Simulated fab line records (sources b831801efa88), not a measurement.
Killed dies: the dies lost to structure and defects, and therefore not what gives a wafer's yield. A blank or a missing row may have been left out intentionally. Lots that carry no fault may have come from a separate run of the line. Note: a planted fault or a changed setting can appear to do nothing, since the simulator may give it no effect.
fab line records	flow sky130
record: lots: 6	wafers: 18	last_day: 50
route steps=708 shown VIA2@520 METAL3@532
lots that met no fault: from a run of the same line without faults
start_h: hours from the record's opening day to when the first of the lot's shown wafers began	wait_h: time in hours since the lot's previous step	" as in the row above	L1.1+2: several wafers, shown together as one row	- no value, or no start given	* or withheld: withheld	< > ~ a bound
route shown NAME@n: NAME is a module with steps in the file, n the number in the route of the first one	usual: mean/standard deviation of fault-free wafers	same: alike in all rows	chamber/n: place in a boat	sites: the reading at each site	_std_site: their standard deviation	_edge_site: mean of outer sites minus mean of inner sites	radius_mm: how far each site lies from the wafer's centre	mask NAME#n: copy n	behind: the tool/chamber that last shaped the wafer	hold: why the lot went on hold/how many hours it stayed there/how the hold came to an end	device: the transistor (n, p or np) that didn't switch	end of line: tests run on the same wafers once the route is complete	a step given without rows: its recipe and nothing more	killed: count of dies lost to structure and defects at first sort (not the wafer's yield)	map: dies across one wafer; x = killed, . = not, _ = none there
set.NAME: setting as actually run; set.NAME@STEP: the setting as run at that earlier step	model.NAME: the simulator's own value behind a step, which no gauge read
lots at some steps of the route; a table a step, a row a wafer
services: from which hour (start_h, from the record's first day; less than 0 if before it) a tool's chamber was out of use, for how many hours, and why
== steps ==
step: SKY_VIA2_OVL_MEAS_13
usual: VIA2_OVL: -3/5.8
lot.wafer	tool	chamber	start_h	wait_h	VIA2_OVL[nm]
L327.2	overlay-02	-	866.30	0.1	-5
L327.5	"	-	"	"	1
L327.6	"	-	"	"	-6
L328.3	overlay-02	-	878.98	0.1	-1
L328.4	"	-	"	"	11
L328.6	"	-	"	"	7
L334.1	overlay-02	-	921.30	0.1	0
L334.2	"	-	"	"	-1
L334.6	"	-	"	"	-4
L337.1	overlay-02	-	950.54	0.1	-4
L337.2	"	-	"	"	-6
L337.5	"	-	"	"	-3
L341.4	overlay-01	-	970.04	0.1	0
L341.5	"	-	"	"	4
L341.6	"	-	"	"	-5
L347.2	overlay-01	-	1012.70	0.1	0
L347.3	"	-	"	"	-1
L347.4	"	-	"	"	4
step: SKY_VIA2_ETCH_14
recipe: chemistry: N2/H2	target: BARC	ion_energy_ev: 200	source_w: 500	bias_w: 100	pressure_mtorr: 30	n2_flow_sccm: 100	h2_flow_sccm: 200	stop_on: SiO2	time_s: 45.9	target_depth_a: 600
usual: drypump_motor_current_A: 5.7/0.48	oes_product_au: 0.854/0.0046	throttle_valve_pct: 13.224/0.0097
lot.wafer	tool	chamber	start_h	wait_h	drypump_motor_current_A	oes_product_au	rf_hours_counter_h	throttle_valve_pct
L327.2	rie_diel-04	3	866.33	0.0	6.1	0.853	10	13.227
L327.5	"	3	"	"	6.1	0.856	-	13.236
L327.6	"	2	"	"	6.0	0.850	-	13.211
L328.3	rie_diel-04	0	879.00	0.0	5.2	0.859	2	13.209
L328.4	"	0	"	"	5.2	0.848	-	13.229
L328.6	"	2	"	"	6.0	0.858	-	13.228
L334.1	rie_diel-04	0	921.33	0.0	5.2	0.852	4	13.213
L334.2	"	3	"	"	6.1	0.855	12	13.224
L334.6	"	0	"	"	5.2	0.853	-	13.247
L337.1	rie_diel-02	3	950.58	0.0	5.2	0.850	19	13.221
L337.2	"	2	"	"	5.5	0.851	27	13.234
L337.5	"	2	"	"	5.5	0.849	-	13.232
L341.4	rie_diel-04	1	970.06	0.0	6.1	0.849	11	13.202
L341.5	"	3	"	"	6.1	0.854	-	13.223
L341.6	"	0	"	"	5.2	0.852	-	13.221
L347.2	rie_diel-04	0	1012.73	0.0	5.2	0.851	6	13.217
L347.3	"	2	"	"	5.9	0.856	2	13.216
L347.4	"	3	"	"	6.1	0.843	14	13.240
step: SKY_VIA2_ETCH_15
recipe: target: SiO2	chemistry: C4F8/O2/Ar	target_depth_nm: 546	stop_on: TiN	mask_material: KrF-thick	source_w: 1500	bias_w: 1200	pressure_mtorr: 40	c4f8_flow_sccm: withheld	O2_flow_sccm: 6	Ar_flow_sccm: 300	time_s: 84
usual: oes_product_au: 0.940/0.0051
lot.wafer	tool	chamber	start_h	wait_h	oes_product_au	rf_hours_counter_h
L327.2	rie_diel-04	3	866.38	0.0	0.938	10
L327.5	"	3	"	"	0.944	-
L327.6	"	2	"	"	0.942	-
L328.3	rie_diel-04	0	879.05	0.0	0.939	2
L328.4	"	0	"	"	0.936	-
L328.6	"	2	"	"	0.938	-
L334.1	rie_diel-04	0	921.38	0.0	0.930	4
L334.2	"	3	"	"	0.943	12
L334.6	"	0	"	"	0.940	-
L337.1	rie_diel-02	3	950.62	0.0	0.939	19
L337.2	"	2	"	"	0.939	27
L337.5	"	2	"	"	0.951	-
L341.4	rie_diel-04	1	970.10	0.0	0.929	11
L341.5	"	3	"	"	0.933	-
L341.6	"	0	"	"	0.935	-
L347.2	rie_diel-04	0	1012.77	0.0	0.947	6
L347.3	"	2	"	"	0.945	2
L347.4	"	3	"	"	0.935	14
step: SKY_VIA2_STRIP_16
recipe: chemistry: O2/N2	power_w: 1400	pressure_mtorr: 1500	platen_temp_c: withheld	o2_flow_sccm: 3000	n2_flow_sccm: 300	overash_fraction: 0.5
usual: drypump_motor_current_A: 5.8/0.45	oes_product_au: 0.399/0.0047	strip_time_to_endpoint_s: 4.063/0.028
lot.wafer	tool	chamber	start_h	wait_h	drypump_motor_current_A	oes_product_au	rf_hours_counter_h	strip_time_to_endpoint_s
L327.2	plasma_asher-01	1	866.44	0.0	6.1	0.403	43	4.074
L327.5	"	0	"	"	5.3	0.403	-	4.050
L327.6	"	1	"	"	6.0	0.398	-	4.093
L328.3	plasma_asher-01	0	879.14	0.1	5.4	0.400	-	4.051
L328.4	"	1	"	"	6.1	0.399	-	4.042
L328.6	"	0	"	"	5.4	0.392	-	4.064
L334.1	plasma_asher-04	1	921.44	0.0	6.4	0.395	18	4.044
L334.2	"	0	"	"	5.3	0.399	18	4.063
L334.6	"	1	"	"	6.4	0.392	-	4.049
L337.1	plasma_asher-04	1	950.68	0.0	6.4	0.400	21	4.024
L337.2	"	0	"	"	5.3	0.402	21	4.040
L337.5	"	1	"	"	6.4	0.401	-	4.040
L341.4	plasma_asher-01	0	970.19	0.1	5.4	0.401	-	4.056
L341.5	"	0	"	"	5.3	0.403	-	4.052
L341.6	"	1	"	"	6.1	0.392	-	4.031
L347.2	plasma_asher-01	0	1012.83	0.0	5.3	0.395	57	4.013
L347.3	"	0	"	"	5.3	0.395	-	4.072
L347.4	"	1	"	"	6.1	0.395	-	4.034
step: SKY_VIA2_STRIP_17
recipe: chemistry: post_etch_residue_remover	time_s: 1200	temp_c: 72.5
step: SKY_VIA2_CLEAN_18
recipe: chemistry: IPA	time_s: 180	temp_c: 25
step: SKY_VIA2_CLEAN_19
recipe: chemistry: O3/DIW	dry: n2_spin
step: SKY_VIA2_SPUTTER_20
recipe: material: TiN	target_thk_nm: 20	chamber_pressure_pa: 5	power_w: 4000	time_s: 80
usual: cathode_dc_power_W: 4000.1/0.7	throttle_valve_pct: 30.0/0.82
lot.wafer	tool	chamber	start_h	wait_h	cathode_dc_power_W	throttle_valve_pct
L327.2	pvd_sputter-01	-	867.06	0.0	3999.5	31.6
L327.5	"	-	"	"	4000.4	31.6
L327.6	"	-	"	"	4000.0	29.3
L328.3	pvd_sputter-01	-	879.70	0.0	4000.4	31.1
L328.4	"	-	"	"	3999.9	31.6
L328.6	"	-	"	"	4000.8	30.9
L334.1	pvd_sputter-03	-	922.03	0.0	4001.6	29.4
L334.2	"	-	"	"	4000.0	29.9
L334.6	"	-	"	"	3999.9	29.0
L337.1	pvd_sputter-03	-	951.31	0.0	4001.8	30.0
L337.2	"	-	"	"	4001.5	30.0
L337.5	"	-	"	"	4000.3	30.4
L341.4	pvd_sputter-04	-	970.76	0.0	4000.2	29.7
L341.5	"	-	"	"	4000.2	28.4
L341.6	"	-	"	"	4001.4	29.9
L347.2	pvd_sputter-03	-	1013.46	0.0	4000.3	30.5
L347.3	"	-	"	"	4000.1	29.6
L347.4	"	-	"	"	4000.5	29.3
step: SKY_VIA2_CVD_21
recipe: material: W	target_thk_nm: 420	time_s: 126.4	temp_c: 400	pressure_torr: 40
usual: heater_power_w: 910/48
lot.wafer	tool	chamber	start_h	wait_h	heater_power_w	since_wet_clean_h
L327.2	cvd_w-02	1	867.12	0.0	969	463
L327.5	"	1	"	"	933	-
L327.6	"	0	"	"	909	-
L328.3	cvd_w-02	1	879.81	0.1	920	-
L328.4	"	0	"	"	899	-
L328.6	"	0	"	"	899	-
L334.1	cvd_w-01	0	922.09	0.0	872	4
L334.2	"	1	"	"	816	4
L334.6	"	0	"	"	847	-
L337.1	cvd_w-01	0	951.38	0.0	859	33
L337.2	"	1	"	"	797	33
L337.5	"	0	"	"	857	-
L341.4	cvd_w-02	0	970.87	0.1	939	-
L341.5	"	1	"	"	957	-
L341.6	"	0	"	"	929	-
L347.2	cvd_w-01	0	1013.52	0.0	847	96
L347.3	"	0	"	"	860	-
L347.4	"	1	"	"	804	-
step: SKY_VIA2_RS_MEAS_22
recipe: thk_meas_gauge: four-point-probe	reads: W_of_VIA2_CVD_21+TiN_of_VIA2_SPUTTER_20
usual: VIA2_W_RS: 0.275/0.0037
lot.wafer	tool	chamber	start_h	wait_h	VIA2_W_RS[ohm/sq]
L327.2	film_metro-04	-	867.27	0.1	0.277
L327.5	"	-	"	"	0.276
L327.6	"	-	"	"	0.270
L328.3	film_metro-03	-	879.93	0.1	0.280
L328.4	"	-	"	"	0.274
L328.6	"	-	"	"	0.272
L334.1	film_metro-03	-	922.22	0.1	0.276
L334.2	"	-	"	"	0.272
L334.6	"	-	"	"	0.274
L337.1	film_metro-04	-	951.51	0.1	0.271
L337.2	"	-	"	"	0.273
L337.5	"	-	"	"	0.274
L341.4	film_metro-03	-	971.02	0.1	0.279
L341.5	"	-	"	"	0.276
L341.6	"	-	"	"	0.279
L347.2	film_metro-04	-	1013.67	0.1	0.270
L347.3	"	-	"	"	0.269
L347.4	"	-	"	"	0.270
step: SKY_VIA2_THK_MEAS_23
recipe: thk_meas_gauge: xrf	reads: W_of_VIA2_CVD_21
usual: VIA2_W_THK: 416/5.6
lot.wafer	tool	chamber	start_h	wait_h	VIA2_W_THK[nm]
L327.2	film_metro-04	-	867.38	0.1	411
L327.5	"	-	"	"	412
L327.6	"	-	"	"	420
L328.3	film_metro-03	-	880.03	0.1	409
L328.4	"	-	"	"	415
L328.6	"	-	"	"	419
L334.1	film_metro-03	-	922.34	0.1	415
L334.2	"	-	"	"	422
L334.6	"	-	"	"	421
L337.1	film_metro-04	-	951.63	0.1	419
L337.2	"	-	"	"	416
L337.5	"	-	"	"	414
L341.4	film_metro-03	-	971.11	0.1	414
L341.5	"	-	"	"	417
L341.6	"	-	"	"	412
L347.2	film_metro-04	-	1013.78	0.1	425
L347.3	"	-	"	"	426
L347.4	"	-	"	"	424
step: SKY_VIA2_CMP_24
recipe: stop_on: SiO2	t_overpolish_s: 20	down_force_psi: 3.5	platen_rpm: 60	target_thk_nm: 0	pad_velocity_m_s: 0.94248
step: SKY_METAL3_SPUTTER_00
recipe: material: Ti	target_thk_nm: 15	power_w: 3000	time_s: 10	chamber_pressure_pa: 0.4
usual: cathode_dc_power_W: 3000.0/0.54	throttle_valve_pct: 30.2/0.87
lot.wafer	tool	chamber	start_h	wait_h	cathode_dc_power_W	throttle_valve_pct	model.Ti_of_METAL3_SPUTTER_00.thk_nm
L327.2	pvd_sputter-01	-	867.73	0.2	3000.6	31.0	14.77
L327.5	"	-	"	"	3000.2	31.6	15.02
L327.6	"	-	"	"	2999.9	31.2	14.79
L328.3	pvd_sputter-02	-	880.37	0.1	2999.7	29.7	14.94
L328.4	"	-	"	"	2999.5	30.3	15.08
L328.6	"	-	"	"	3000.1	30.1	14.88
L334.1	pvd_sputter-01	-	922.70	0.2	3580.2	31.6	17.76
L334.2	"	-	"	"	3581.1	29.1	17.57
L334.6	"	-	"	"	3581.0	29.0	17.54
L337.1	pvd_sputter-01	-	951.99	0.1	3579.9	29.1	17.68
L337.2	"	-	"	"	3582.6	31.8	18.2
L337.5	"	-	"	"	3582.3	28.9	17.82
L341.4	pvd_sputter-02	-	971.44	0.2	2999.3	30.2	15.1
L341.5	"	-	"	"	2999.8	29.9	14.91
L341.6	"	-	"	"	3000.6	30.3	14.98
L347.2	pvd_sputter-03	-	1014.13	0.1	3000.0	30.1	14.84
L347.3	"	-	"	"	2999.7	29.2	15
L347.4	"	-	"	"	2999.8	30.5	14.97
step: SKY_METAL3_SPUTTER_01
recipe: material: TiN	target_thk_nm: 20	power_w: 6500	time_s: 16.7	chamber_pressure_pa: 0.4
== services ==
tool	chamber	start_h	hours	kind
plasma_asher-01	-	862.54	3.6	repair
rie_diel-02	3	865.65	3.8	repair
cvd_w-01	0	874.29	14.7	repair
cvd_w-01	1	875.63	6.7	repair
rie_diel-04	3	876.71	6.6	repair
pvd_sputter-03	-	878.35	8.0	repair
pvd_sputter-03	-	898.38	2.3	repair
cvd_w-01	-	904.00	14.0	pm
pvd_sputter-01	2	910.19	-	consumable_replace:kit
pvd_sputter-01	2	910.19	18.0	scheduled_down
pvd_sputter-03	-	932.08	5.2	repair
plasma_asher-01	-	938.11	1.0	repair
rie_diel-02	1	938.41	16.6	repair
rie_diel-04	2	939.95	-	clean
rie_diel-04	2	939.95	13.1	scheduled_down
rie_diel-04	2	939.95	13.1	vent_cycle
pvd_sputter-01	-	953.33	2.4	repair
pvd_sputter-03	-	958.48	1.5	repair
rie_diel-04	3	974.81	4.3	repair
pvd_sputter-03	-	981.05	1.1	repair
cvd_w-01	-	985.31	6.0	pm
pvd_sputter-01	-	986.96	1.9	repair
pvd_sputter-01	-	991.91	1.4	repair
plasma_asher-01	-	1000.97	6.9	repair
== key ==
first_sign: step: SKY_METAL3_SPUTTER_00	reading: cathode_dc_power_W	direction: up	sigmas: 99+	usual: 3000.0	struck: 3581.2
effect none on later readings
model_effect: step: SKY_METAL3_SPUTTER_00	value: Ti_of_METAL3_SPUTTER_00.thk_nm	without: 14.86	struck: 17.76
met_at SKY_METAL3_SPUTTER_00
struck_wafers L334.1,L334.2,L334.6,L337.1,L337.2,L337.5
onset_between 867.73 922.70
fault: kind: process_parameter_drift	tool: pvd_sputter-01	chamber: -	onset_h: 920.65	steps: SKY_METAL3_SPUTTER_00	channel: power_w	offset: *	shape: step	end_h: 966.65	acts_in: *	stated: *
